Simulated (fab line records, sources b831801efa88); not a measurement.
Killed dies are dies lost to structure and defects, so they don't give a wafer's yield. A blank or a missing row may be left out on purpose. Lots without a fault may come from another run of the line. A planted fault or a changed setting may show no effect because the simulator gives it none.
fab line records | flow gf180mcu | part 1 of 2: steps 1 to 26 of 36
record lots=5 wafers=15 last_day=32
route steps=602 shown LVPWELL@55 MVSD@66 MVPSD@78 VT_IMPLANT@90
lots that met no fault: from a run of the same line without faults
start_h: hours from the record's first day to the start of the lot's first wafer shown | wait_h: hours since the lot's step before | " the same as in the row above | L1.1+2: a row that stands for several wafers | - no value, or no start given | * or withheld: withheld | < > ~ a bound
route shown NAME@n: a module of which the file shows steps, and the number in the route of the first | usual: mean/standard deviation of fault-free wafers | same: alike in all rows | chamber/n: place in a boat | sites: the reading at each site | _std_site: their standard deviation | _edge_site: outer sites' mean less inner sites' | radius_mm: how far each site lies from the wafer's centre | mask NAME#n: copy n | behind: the tool/chamber that last shaped the wafer | hold: why the lot was held/for how many hours/how that ended | device: the transistor (n, p or np) that didn't switch | end of line: the same wafers' tests at the end of the route | a step without rows: its recipe alone | killed: dies lost to structure and defects at the first sort, not the wafer's yield | map: a wafer's dies, x killed, . not, _ none there
set.NAME: the setting as run; set.NAME@STEP: as run at that earlier step | model.NAME: the simulator's own value behind a step, which no gauge read
lots at some steps of the route; a table a step, a row a wafer
services: from which hour (start_h, from the record's first day; less than 0 if before it) a tool's chamber was out of use, for how many hours, and why
## steps
# step GF_LVPWELL_HMDS_01
# recipe prime_time_s=60 prime_temp_c=120
# usual exhaust_pa=45.1/0.9
# columns lot.wafer tool chamber start_h wait_h exhaust_pa
L080.2 litho_track-03 0 95.79 0.1 45.3
L080.3 " 0 " " 45.2
L080.6 " 0 " " 45.1
L083.2 litho_track-03 0 111.94 0.1 45.0
L083.3 " 0 " " 44.0
L083.4 " 0 " " 45.4
L084.1 litho_track-02 0 116.70 0.1 43.8
L084.3 " 0 " " 43.6
L084.5 " 0 " " 44.2
L085.1 litho_track-02 0 124.30 0.1 45.8
L085.3 " 0 " " 45.2
L085.5 " 0 " " 45.7
L089.2 litho_track-02 0 144.47 0.1 46.5
L089.3 " 0 " " 45.2
L089.5 " 0 " " 45.3
# step GF_LVPWELL_COAT_02
# recipe spin_rpm=2000 resist_thk_nm=3000
# usual dispense_pressure_kPa=50/3.2 exhaust_pa=45.1/0.88
# columns lot.wafer tool chamber start_h wait_h dispense_pressure_kPa exhaust_pa
L080.2 litho_track-03 0 95.94 0.1 46 44.9
L080.3 " 0 " " 45 45.1
L080.6 " 0 " " 45 44.5
L083.2 litho_track-03 0 112.09 0.1 45 45.5
L083.3 " 0 " " 45 45.2
L083.4 " 0 " " 45 46.0
L084.1 litho_track-02 0 116.85 0.1 47 44.5
L084.3 " 0 " " 47 44.9
L084.5 " 0 " " 47 44.0
L085.1 litho_track-02 0 124.45 0.1 47 45.3
L085.3 " 0 " " 47 43.1
L085.5 " 0 " " 47 44.8
L089.2 litho_track-02 0 144.62 0.1 47 45.2
L089.3 " 0 " " 47 45.6
L089.5 " 0 " " 47 46.7
# step GF_LVPWELL_SOFTBAKE_03
# recipe temp_c=110 time_s=withheld
# usual exhaust_pa=45.0/0.8
# columns lot.wafer tool chamber start_h wait_h exhaust_pa
L080.2 litho_track-03 0 96.10 0.1 44.9
L080.3 " 0 " " 45.7
L080.6 " 0 " " 45.2
L083.2 litho_track-03 0 112.25 0.1 45.7
L083.3 " 0 " " 44.6
L083.4 " 0 " " 44.9
L084.1 litho_track-02 0 117.00 0.1 44.0
L084.3 " 0 " " 44.2
L084.5 " 0 " " 45.4
L085.1 litho_track-02 0 124.60 0.1 44.8
L085.3 " 0 " " 43.0
L085.5 " 0 " " 44.0
L089.2 litho_track-02 0 144.78 0.1 44.0
L089.3 " 0 " " 43.3
L089.5 " 0 " " 45.7
# step GF_LVPWELL_EXPOSE_04
# recipe mask_id=LVPWELL target_cd_nm=600 na=0.6 source_shape=conventional sigma_outer=0.6 dose_mj=260
# columns lot.wafer tool chamber start_h wait_h mask
L080.2+3+6 iline_stepper-01 0 - - LVPWELL#0
L083.2+3+4 iline_stepper-02 0 - - LVPWELL#0
L084.1+3+5 iline_stepper-01 0 - - LVPWELL#0
L085.1+3+5 iline_stepper-01 0 - - LVPWELL#0
L089.2+3+5 iline_stepper-01 0 - - LVPWELL#0
# step GF_LVPWELL_PEB_05
# recipe temp_c=115 time_s=withheld
# usual exhaust_pa=45.1/0.93
# columns lot.wafer tool chamber start_h wait_h exhaust_pa
L080.2 litho_track-03 0 - - 43.8
L080.3 " 0 " " 43.7
L080.6 " 0 " " 43.3
L083.2 litho_track-03 0 - - 44.5
L083.3 " 0 " " 45.7
L083.4 " 0 " " 45.1
L084.1 litho_track-04 0 - - 45.7
L084.3 " 0 " " 46.5
L084.5 " 0 " " 46.0
L085.1 litho_track-03 0 - - 45.0
L085.3 " 0 " " 44.2
L085.5 " 0 " " 43.7
L089.2 litho_track-03 0 - - 44.4
L089.3 " 0 " " 44.3
L089.5 " 0 " " 46.1
# step GF_LVPWELL_DEVELOP_06
# recipe wall_angle_deg=90 develop_time_s=60 dev_temp_c=23
# usual exhaust_pa=44.8/0.83
# columns lot.wafer tool chamber start_h wait_h exhaust_pa
L080.2 litho_track-03 0 - - 45.7
L080.3 " 0 " " 45.7
L080.6 " 0 " " 43.1
L083.2 litho_track-03 0 - - 45.4
L083.3 " 0 " " 45.6
L083.4 " 0 " " 44.6
L084.1 litho_track-04 0 - - 44.9
L084.3 " 0 " " 43.2
L084.5 " 0 " " 44.2
L085.1 litho_track-03 0 - - 45.6
L085.3 " 0 " " 45.4
L085.5 " 0 " " 45.8
L089.2 litho_track-03 0 - - 44.0
L089.3 " 0 " " 45.3
L089.5 " 0 " " 44.1
# step GF_LVPWELL_OVL_MEAS_07
# usual LVPWELL_OVL=0.1/1.1
# columns lot.wafer tool chamber start_h wait_h LVPWELL_OVL[nm]
L080.2 overlay-01 - 103.27 - -0.4
L080.3 " - " " 1.6
L080.6 " - " " -0.1
L083.2 overlay-01 - 119.12 - -0.1
L083.3 " - " " -0.4
L083.4 " - " " 0.6
L084.1 overlay-02 - 124.48 - 0.0
L084.3 " - " " 0.6
L084.5 " - " " -1.2
L085.1 overlay-01 - 131.97 - 1.0
L085.3 " - " " -2.8
L085.5 " - " " 0.0
L089.2 overlay-02 - 152.42 - -1.0
L089.3 " - " " -0.1
L089.5 " - " " 0.3
# step GF_LVPWELL_IMPLANT_08
# recipe species=B energy_kev=170 dose_cm2=1.5e+13 tilt_deg=0
# usual dose_ions_cm2=1.4997e+13/1.7e+10
# columns lot.wafer tool chamber start_h wait_h dose_ions_cm2
L080.2 implanter-04 0 103.33 0.0 1.4992e+13
L080.3 " 0 " " 1.498e+13
L080.6 " 0 " " 1.4994e+13
L083.2 implanter-04 0 119.18 0.0 1.5007e+13
L083.3 " 0 " " 1.4966e+13
L083.4 " 0 " " 1.4962e+13
L084.1 implanter-03 0 124.51 0.0 1.5006e+13
L084.3 " 0 " " 1.4982e+13
L084.5 " 0 " " 1.4999e+13
L085.1 implanter-03 0 132.00 0.0 1.5009e+13
L085.3 " 0 " " 1.4999e+13
L085.5 " 0 " " 1.4995e+13
L089.2 implanter-02 0 152.48 0.0 1.5005e+13
L089.3 " 0 " " 1.5008e+13
L089.5 " 0 " " 1.5014e+13
# step GF_LVPWELL_IMPLANT_09
# recipe species=B energy_kev=60 dose_cm2=5e+12 tilt_deg=0
# usual dose_ions_cm2=4.999e+12/5.5e+09
# columns lot.wafer tool chamber start_h wait_h dose_ions_cm2
L080.2 implanter-04 0 103.48 0.1 4.997e+12
L080.3 " 0 " " 4.992e+12
L080.6 " 0 " " 5.004e+12
L083.2 implanter-04 0 119.33 0.1 5.004e+12
L083.3 " 0 " " 5.011e+12
L083.4 " 0 " " 5.007e+12
L084.1 implanter-03 0 124.66 0.1 4.996e+12
L084.3 " 0 " " 4.994e+12
L084.5 " 0 " " 4.991e+12
L085.1 implanter-03 0 132.15 0.1 4.989e+12
L085.3 " 0 " " 4.999e+12
L085.5 " 0 " " 4.996e+12
L089.2 implanter-02 0 152.63 0.1 4.992e+12
L089.3 " 0 " " 5.003e+12
L089.5 " 0 " " 5e+12
# step GF_LVPWELL_STRIP_10
# recipe chemistry=O2/N2 power_w=1400 pressure_mtorr=1500 platen_temp_c=250 o2_flow_sccm=3000 n2_flow_sccm=300 overash_fraction=0.5
# usual drypump_motor_current_A=5.7/0.49 heater_power_w=347/28 oes_product_au=0.722/0.0046 strip_time_to_endpoint_s=36.96/0.11
# columns lot.wafer tool chamber start_h wait_h drypump_motor_current_A heater_power_w oes_product_au rf_hours_counter_h strip_time_to_endpoint_s
L080.2 plasma_asher-01 1 103.60 0.1 4.7 378 0.725 33 37.08
L080.3 " 0 " " 5.9 381 0.725 - 36.99
L080.6 " 1 " " 4.7 381 0.726 - 37.07
L083.2 plasma_asher-01 0 119.45 0.1 5.9 382 0.719 35 36.81
L083.3 " 1 " " 4.7 375 0.726 - 36.88
L083.4 " 0 " " 5.9 380 0.727 - 36.82
L084.1 plasma_asher-04 0 124.81 0.1 5.2 345 0.716 46 36.94
L084.3 " 0 " " 5.2 339 0.724 - 36.96
L084.5 " 0 " " 5.2 338 0.720 - 36.89
L085.1 plasma_asher-02 1 132.30 0.1 6.2 323 0.725 47 36.85
L085.3 " 1 " " 6.2 325 0.723 - 36.96
L085.5 " 0 " " 5.9 376 0.722 - 36.95
L089.2 plasma_asher-04 0 152.75 0.1 5.2 356 0.726 50 37.08
L089.3 " 0 " " 5.2 342 0.726 - 37.04
L089.5 " 0 " " 5.2 343 0.718 - 37.03
# step GF_LVPWELL_TW_MEAS_11
# usual LVPWELL_TW=562/7.6
# columns lot.wafer tool chamber start_h wait_h LVPWELL_TW
L080.2 film_metro-03 - 103.71 0.1 553
L080.3 " - " " 554
L080.6 " - " " 552
L083.2 film_metro-01 - 119.56 0.1 568
L083.3 " - " " 569
L083.4 " - " " 569
L084.1 film_metro-01 - 124.91 0.1 572
L084.3 " - " " 571
L084.5 " - " " 572
L085.1 film_metro-01 - 132.40 0.1 569
L085.3 " - " " 572
L085.5 " - " " 573
L089.2 film_metro-03 - 152.86 0.1 555
L089.3 " - " " 551
L089.5 " - " " 553
# step GF_MVSD_DEHYDRATE_00
# recipe temp_c=200 time_s=60
# usual exhaust_pa=45.0/0.97
# columns lot.wafer tool chamber start_h wait_h exhaust_pa
L080.2 litho_track-01 0 110.65 6.9 44.5
L080.3 " 0 " " 44.9
L080.6 " 0 " " 44.7
L083.2 litho_track-01 0 126.40 6.8 42.4
L083.3 " 0 " " 43.7
L083.4 " 0 " " 44.9
L084.1 litho_track-03 0 131.97 7.0 46.6
L084.3 " 0 " " 46.2
L084.5 " 0 " " 44.5
L085.1 litho_track-03 0 139.37 7.0 46.2
L085.3 " 0 " " 46.9
L085.5 " 0 " " 45.8
L089.2 litho_track-01 0 160.30 7.4 45.2
L089.3 " 0 " " 46.3
L089.5 " 0 " " 46.1
# step GF_MVSD_HMDS_01
# recipe prime_time_s=60 prime_temp_c=120
# usual exhaust_pa=45.2/0.83
# columns lot.wafer tool chamber start_h wait_h exhaust_pa
L080.2 litho_track-01 0 110.80 0.1 46.2
L080.3 " 0 " " 45.3
L080.6 " 0 " " 44.7
L083.2 litho_track-01 0 126.55 0.1 45.7
L083.3 " 0 " " 45.4
L083.4 " 0 " " 45.6
L084.1 litho_track-03 0 132.12 0.1 47.0
L084.3 " 0 " " 46.2
L084.5 " 0 " " 45.9
L085.1 litho_track-03 0 139.52 0.1 43.8
L085.3 " 0 " " 43.6
L085.5 " 0 " " 44.6
L089.2 litho_track-01 0 160.45 0.1 43.7
L089.3 " 0 " " 43.9
L089.5 " 0 " " 44.5
# step GF_MVSD_COAT_02
# recipe spin_rpm=2000 resist_thk_nm=3000
# usual dispense_pressure_kPa=48.2/2.4 exhaust_pa=45.1/0.97
# columns lot.wafer tool chamber start_h wait_h dispense_pressure_kPa exhaust_pa
L080.2 litho_track-01 0 110.95 0.1 51.5 45.9
L080.3 " 0 " " 51.6 46.0
L080.6 " 0 " " 51.5 45.3
L083.2 litho_track-01 0 126.70 0.1 51.5 45.3
L083.3 " 0 " " 51.5 44.2
L083.4 " 0 " " 51.5 45.1
L084.1 litho_track-03 0 132.27 0.1 45.3 43.8
L084.3 " 0 " " 45.3 44.4
L084.5 " 0 " " 45.3 43.4
L085.1 litho_track-03 0 139.67 0.1 45.4 44.2
L085.3 " 0 " " 45.3 43.9
L085.5 " 0 " " 45.3 43.0
L089.2 litho_track-01 0 160.60 0.1 51.6 45.2
L089.3 " 0 " " 51.6 46.0
L089.5 " 0 " " 51.5 47.6
# step GF_MVSD_SOFTBAKE_03
# recipe temp_c=110 time_s=withheld
# usual exhaust_pa=45.0/0.84
# columns lot.wafer tool chamber start_h wait_h exhaust_pa
L080.2 litho_track-01 0 111.11 0.1 43.3
L080.3 " 0 " " 45.1
L080.6 " 0 " " 43.8
L083.2 litho_track-01 0 126.86 0.1 46.4
L083.3 " 0 " " 46.2
L083.4 " 0 " " 46.0
L084.1 litho_track-03 0 132.42 0.1 44.3
L084.3 " 0 " " 44.2
L084.5 " 0 " " 45.0
L085.1 litho_track-03 0 139.82 0.1 43.9
L085.3 " 0 " " 44.6
L085.5 " 0 " " 45.7
L089.2 litho_track-01 0 160.76 0.1 45.5
L089.3 " 0 " " 45.7
L089.5 " 0 " " 45.4
# step GF_MVSD_EXPOSE_04
# recipe mask_id=MVSD target_cd_nm=1000 na=0.6 source_shape=conventional sigma_outer=0.6 dose_mj=260
# columns lot.wafer tool chamber start_h wait_h mask
L080.2+3+6 iline_stepper-01 0 - - MVSD#0
L083.2+3+4 iline_stepper-01 0 - - MVSD#0
L084.1+3+5 iline_stepper-01 0 - - MVSD#0
L085.1+3+5 iline_stepper-01 0 - - MVSD#0
L089.2+3+5 iline_stepper-01 0 - - MVSD#0
# step GF_MVSD_PEB_05
# recipe temp_c=115 time_s=withheld
# usual exhaust_pa=45.0/0.92
# columns lot.wafer tool chamber start_h wait_h exhaust_pa
L080.2 litho_track-02 0 - - 44.4
L080.3 " 0 " " 45.2
L080.6 " 0 " " 44.3
L083.2 litho_track-02 0 - - 44.2
L083.3 " 0 " " 43.0
L083.4 " 0 " " 44.6
L084.1 litho_track-01 0 - - 44.9
L084.3 " 0 " " 44.3
L084.5 " 0 " " 45.1
L085.1 litho_track-03 0 - - 46.1
L085.3 " 0 " " 46.4
L085.5 " 0 " " 45.8
L089.2 litho_track-02 0 - - 47.0
L089.3 " 0 " " 46.1
L089.5 " 0 " " 45.5
# step GF_MVSD_DEVELOP_06
# recipe wall_angle_deg=90 develop_time_s=60 dev_temp_c=23
# usual exhaust_pa=45.1/0.93
# columns lot.wafer tool chamber start_h wait_h exhaust_pa
L080.2 litho_track-02 0 - - 46.0
L080.3 " 0 " " 44.9
L080.6 " 0 " " 45.0
L083.2 litho_track-02 0 - - 44.2
L083.3 " 0 " " 47.2
L083.4 " 0 " " 45.8
L084.1 litho_track-01 0 - - 45.2
L084.3 " 0 " " 46.6
L084.5 " 0 " " 44.3
L085.1 litho_track-03 0 - - 45.4
L085.3 " 0 " " 45.0
L085.5 " 0 " " 46.8
L089.2 litho_track-02 0 - - 44.6
L089.3 " 0 " " 44.8
L089.5 " 0 " " 46.4
# step GF_MVSD_OVL_MEAS_07
# usual MVSD_OVL=0.8/2
# columns lot.wafer tool chamber start_h wait_h MVSD_OVL[nm]
L080.2 overlay-02 - 117.90 - -0.2
L080.3 " - " " 1.1
L080.6 " - " " 0.2
L083.2 overlay-02 - 134.10 - -0.2
L083.3 " - " " 0.5
L083.4 " - " " -0.6
L084.1 overlay-02 - 140.28 - 0.7
L084.3 " - " " 0.5
L084.5 " - " " 1.3
L085.1 overlay-02 - 147.52 - 3.8
L085.3 " - " " 2.0
L085.5 " - " " 2.9
L089.2 overlay-01 - 169.00 - 0.5
L089.3 " - " " 0.1
L089.5 " - " " 1.7
# step GF_MVSD_IMPLANT_08
# recipe species=P energy_kev=400 dose_cm2=1.6e+13 tilt_deg=0
# usual dose_ions_cm2=1.6003e+13/1.7e+10
# columns lot.wafer tool chamber start_h wait_h dose_ions_cm2
L080.2 implanter-04 0 117.96 0.0 1.6023e+13
L080.3 " 0 " " 1.6003e+13
L080.6 " 0 " " 1.5983e+13
L083.2 implanter-02 0 134.16 0.0 1.5985e+13
L083.3 " 0 " " 1.5991e+13
L083.4 " 0 " " 1.5988e+13
L084.1 implanter-01 0 140.31 0.0 1.6006e+13
L084.3 " 0 " " 1.6e+13
L084.5 " 0 " " 1.6001e+13
L085.1 implanter-01 0 147.55 0.0 1.5968e+13
L085.3 " 0 " " 1.5963e+13
L085.5 " 0 " " 1.5995e+13
L089.2 implanter-04 0 169.06 0.0 1.6001e+13
L089.3 " 0 " " 1.5985e+13
L089.5 " 0 " " 1.5993e+13
# step GF_MVSD_IMPLANT_09
# recipe species=P energy_kev=100 dose_cm2=5e+12 tilt_deg=0
# usual dose_ions_cm2=5.001e+12/4.9e+09
# columns lot.wafer tool chamber start_h wait_h dose_ions_cm2
L080.2 implanter-04 0 118.11 0.1 4.996e+12
L080.3 " 0 " " 4.995e+12
L080.6 " 0 " " 4.999e+12
L083.2 implanter-02 0 134.31 0.1 4.995e+12
L083.3 " 0 " " 5.012e+12
L083.4 " 0 " " 4.997e+12
L084.1 implanter-01 0 140.46 0.1 4.998e+12
L084.3 " 0 " " 5.001e+12
L084.5 " 0 " " 4.999e+12
L085.1 implanter-01 0 147.70 0.1 5.002e+12
L085.3 " 0 " " 4.999e+12
L085.5 " 0 " " 5.007e+12
L089.2 implanter-04 0 169.21 0.1 4.996e+12
L089.3 " 0 " " 5.001e+12
L089.5 " 0 " " 4.993e+12
# step GF_MVSD_STRIP_10
# recipe chemistry=O2/N2 power_w=1400 pressure_mtorr=1500 platen_temp_c=250 o2_flow_sccm=3000 n2_flow_sccm=300 overash_fraction=0.5
# usual drypump_motor_current_A=5.8/0.4 heater_power_w=338/25 oes_product_au=0.722/0.0045 strip_time_to_endpoint_s=36.93/0.088
# columns lot.wafer tool chamber start_h wait_h drypump_motor_current_A heater_power_w oes_product_au rf_hours_counter_h strip_time_to_endpoint_s
L080.2 plasma_asher-04 0 118.23 0.1 5.2 353 0.718 46 36.93
L080.3 " 0 " " 5.2 350 0.723 - 36.88
L080.6 " 1 " " 6.0 301 0.724 - 36.89
L083.2 plasma_asher-02 1 134.43 0.1 6.2 325 0.723 47 36.84
L083.3 " 0 " " 5.8 384 0.727 - 36.77
L083.4 " 1 " " 6.2 323 0.721 - 36.82
L084.1 plasma_asher-04 0 140.61 0.1 5.2 342 0.722 48 36.81
L084.3 " 0 " " 5.2 346 0.722 - 36.72
L084.5 " 1 " " 6.0 310 0.718 - 36.85
L085.1 plasma_asher-03 1 147.85 0.1 6.1 365 0.723 4 36.88
L085.3 " 1 " " 6.0 373 0.727 - 36.93
L085.5 " 1 " " 6.1 363 0.719 - 36.96
L089.2 plasma_asher-04 0 169.33 0.1 5.2 352 0.721 51 36.90
L089.3 " 0 " " 5.2 347 0.722 - 36.84
L089.5 " 0 " " 5.2 352 0.726 - 36.83
# step GF_MVSD_TW_MEAS_11
# usual MVSD_TW=1587/20
# columns lot.wafer tool chamber start_h wait_h MVSD_TW
L080.2 film_metro-04 - 118.34 0.1 1573
L080.3 " - " " 1574
L080.6 " - " " 1581
L083.2 film_metro-04 - 134.54 0.1 1583
L083.3 " - " " 1582
L083.4 " - " " 1578
L084.1 film_metro-01 - 140.71 0.1 1608
L084.3 " - " " 1623
L084.5 " - " " 1610
L085.1 film_metro-04 - 147.95 0.1 1578
L085.3 " - " " 1569
L085.5 " - " " 1581
L089.2 film_metro-01 - 169.44 0.1 1600
L089.3 " - " " 1616
L089.5 " - " " 1610
# step GF_MVPSD_DEHYDRATE_00
# recipe temp_c=200 time_s=60
# usual exhaust_pa=44.9/0.86
# columns lot.wafer tool chamber start_h wait_h exhaust_pa
L080.2 litho_track-03 0 125.69 7.3 44.9
L080.3 " 0 " " 44.5
L080.6 " 0 " " 45.6
L083.2 litho_track-04 0 142.05 7.5 45.2
L083.3 " 0 " " 45.4
L083.4 " 0 " " 45.1
L084.1 litho_track-03 0 147.52 6.8 43.8
L084.3 " 0 " " 44.8
L084.5 " 0 " " 44.5
L085.1 litho_track-01 0 155.03 7.1 44.2
L085.3 " 0 " " 45.9
L085.5 " 0 " " 44.7
L089.2 litho_track-01 0 177.10 7.6 44.3
L089.3 " 0 " " 44.9
L089.5 " 0 " " 44.9
# step GF_MVPSD_HMDS_01
# recipe prime_time_s=60 prime_temp_c=120
# usual exhaust_pa=45.0/0.76
# columns lot.wafer tool chamber start_h wait_h exhaust_pa
L080.2 litho_track-03 0 125.84 0.1 43.1
L080.3 " 0 " " 43.2
L080.6 " 0 " " 44.4
L083.2 litho_track-04 0 142.20 0.1 44.8
L083.3 " 0 " " 43.6
L083.4 " 0 " " 43.9
L084.1 litho_track-03 0 147.67 0.1 43.6
L084.3 " 0 " " 43.6
L084.5 " 0 " " 43.9
L085.1 litho_track-01 0 155.18 0.1 44.6
L085.3 " 0 " " 45.0
L085.5 " 0 " " 45.0
L089.2 litho_track-01 0 177.25 0.1 45.6
L089.3 " 0 " " 44.9
L089.5 " 0 " " 45.1
# step GF_MVPSD_COAT_02
# recipe spin_rpm=2000 resist_thk_nm=3000
# usual dispense_pressure_kPa=50/3.3 exhaust_pa=45.2/0.93
# columns lot.wafer tool chamber start_h wait_h dispense_pressure_kPa exhaust_pa
L080.2 litho_track-03 0 125.99 0.1 45 46.2
L080.3 " 0 " " 45 47.2
L080.6 " 0 " " 45 46.7
L083.2 litho_track-04 0 142.35 0.1 53 43.5
L083.3 " 0 " " 53 44.5
L083.4 " 0 " " 53 44.6
L084.1 litho_track-03 0 147.82 0.1 45 45.6
L084.3 " 0 " " 45 46.1
L084.5 " 0 " " 45 47.2
L085.1 litho_track-01 0 155.33 0.1 52 45.5
L085.3 " 0 " " 52 45.6
L085.5 " 0 " " 52 43.2
L089.2 litho_track-01 0 177.40 0.1 52 45.1
L089.3 " 0 " " 52 46.3
L089.5 " 0 " " 52 43.7
